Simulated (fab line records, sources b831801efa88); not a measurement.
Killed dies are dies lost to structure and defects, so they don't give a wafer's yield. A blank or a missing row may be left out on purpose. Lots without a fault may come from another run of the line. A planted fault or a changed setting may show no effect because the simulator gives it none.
A struck lot beside a sound one | flow sky130 | 16 steps out of a route of 708
Sound: wafers L712.2, L712.5, L712.6. Struck: wafer L716.6. (L716.1, L716.4 of the same lot were not struck and are left out.) The cause comes at the end.
At each step with rows: each side's tool, then ch and its chambers, then its first start. Under that, the readings that differ: sound wafers | struck wafers | difference of the means | sigmas: that difference in standard deviations of wafers without a fault.
alike: readings whose means differ by less than 2 such deviations, and words and numbers that are the same on both sides. not compared: withheld readings, readings that some wafer has no value for, bounds like >300 that may hide the same value, and numbers for which the record gives no deviation and whose values overlap.
The two part at a step that has a row with sigmas, a row that says differs or no value, or rows on one side only. Numbers that don't overlap but have no deviation are shown without sigmas and don't part them. A reading that every wafer of one side lacks parts them only if that side has two wafers or more.

first, 2 steps without rows for these wafers: SKY_METAL4_PEB_11; SKY_METAL4_DEVELOP_12 (develop time 60 s).
SKY_METAL4_CD_MEAS_13: target cd 300 nm.
  sound on cd_sem-01, day 42 07:33; struck on cd_sem-01, day 43 14:15
  alike: cd_nm
SKY_METAL4_OVL_MEAS_14:
  sound on overlay-01, day 42 07:40; struck on overlay-02, day 43 14:22
  alike: METAL4_OVL
SKY_METAL4_DESCUM_15: chemistry O2, time 8 s.
  sound on rie_metal-03 ch 0,1, day 42 07:41; struck on rie_metal-03 ch 1, day 43 14:25
  alike: drypump_motor_current_A, oes_product_au
  not compared: rf_hours_counter_h
then, 1 step without rows for these wafers: SKY_METAL4_ETCH_16 (etches BARC in N2/H2, stops on SiO2, time 88.2 s, target depth 60 nm).
SKY_METAL4_ETCH_17: etches SiO2 in C4F8/O2/Ar, stops on TiN, time 3.9 s, target depth 15 nm.
  sound on rie_diel-04 ch 1,3, day 42 07:49; struck on rie_diel-04 ch 3, day 43 14:32
  alike: oes_product_au
  not compared: rf_hours_counter_h
SKY_METAL4_METAL_ETCH_18: etches the open film in Cl2/BCl3, stops on SiO2, target depth 845 nm, time 183.1 s.
  sound on rie_metal-04 ch 0,1, day 42 07:50; struck on rie_metal-02 ch 0, day 43 14:33
  reading                     | sound       | struck | difference | sigmas
  drypump_motor_current_A (A) | 5.5 5.5 5.7 | 6.3    | +0.7       | +2
  alike: mfc_cl2_sccm, oes_product_au, throttle_valve_pct
  not compared: rf_hours_counter_h
SKY_METAL4_STRIP_19: strips in O2/N2.
  sound on plasma_asher-01 ch 0,1, day 42 08:01; struck on plasma_asher-01 ch 1, day 43 14:44
  reading                      | sound          | struck | difference | sigmas
  strip_time_to_endpoint_s (s) | 6.61 6.68 6.58 | 6.46   | -0.16      | -2
  alike: drypump_motor_current_A, oes_product_au
  not compared: rf_hours_counter_h
then, 3 steps without rows for these wafers: SKY_METAL4_STRIP_20 (strips in post etch residue remover, time 1200 s); SKY_METAL4_CLEAN_21 (cleans in IPA, time 180 s); SKY_METAL4_CLEAN_22 (cleans in O3/DIW).
SKY_VIA4_HDPCVD_00: deposits SiO2, target thk 1750 nm, time 291.7 s.
  sound on hdpcvd-01 ch 0,1,2, day 42 08:42; struck on hdpcvd-02 ch 0, day 43 15:19
  reading                                  | sound          | struck | difference | sigmas
  model.SiO2_of_VIA4_HDPCVD_00.thk_nm (nm) | 1738 1762 1735 | 1166   | -579       |
SKY_VIA4_THK_MEAS_01:
  sound on film_metro-04, day 42 08:53; struck on film_metro-04, day 43 15:30
  reading              | sound          | struck | difference | sigmas
  VIA4_HDPCVD_THK (nm) | 1737 1761 1734 | 1167   | -577       | -25
SKY_VIA4_CMP_02: polishes SiO2.
  sound on cmp-02 ch 0,1, day 42 08:59; struck on cmp-01 ch 3, day 43 15:34
  alike: motor_current_A
-- the record jumps here: 4 days lie between the struck wafers' starts before and after (it left off in module VIA4 and takes up again in module PAD_OPEN, whose first step shown is number 708 of the route) --
SKY_PAD_OPEN_PROBE_99:
  sound on prober-01, day 46 05:17; struck on prober-01, day 47 09:03
  reading                               | sound                | struck    | difference | sigmas
  defect_limited_yield (%)              | 79.5 80.9 77.4       | 85.6      | +6.3       | +3
  killed_at_contacts                    | 35 24 29             | 13        | -16        | -3
  killed_dies                           | 101 94 111           | 71        | -31        | -3
  killed_short                          | 46 50 52             | 32        | -17        | -3
  model.etest.tester.sort_n_pass        | 391 398 381          | 218       | -172       |
  model.etest.tester.sort_yield_pct (%) | 79.47 80.89 77.44    | 44.31     | -34.96     |
  model.etest.tester.sort_bin_3_pct (%) | 1.423 1.22 0.813     | 41.87     | +40.72     |
  model.etest.met5_comb.leak_log10_a_um | -11.91 -11.96 -12.05 | -6.925    | +5.048     |
  model.etest.tester.sort_bin_8_pct (%) | 0 0 0                | 4.831e-06 | +4.831e-06 |
  alike: killed_at_M0_to_M3, killed_at_M4_up, killed_at_front_end, killed_at_other, killed_open
  not compared: model.etest.tester.sort_bin_4_pct

WHERE THEY PART
First at SKY_METAL4_METAL_ETCH_18; last, within this record, at SKY_PAD_OPEN_PROBE_99.

WHY: what the simulator had put in
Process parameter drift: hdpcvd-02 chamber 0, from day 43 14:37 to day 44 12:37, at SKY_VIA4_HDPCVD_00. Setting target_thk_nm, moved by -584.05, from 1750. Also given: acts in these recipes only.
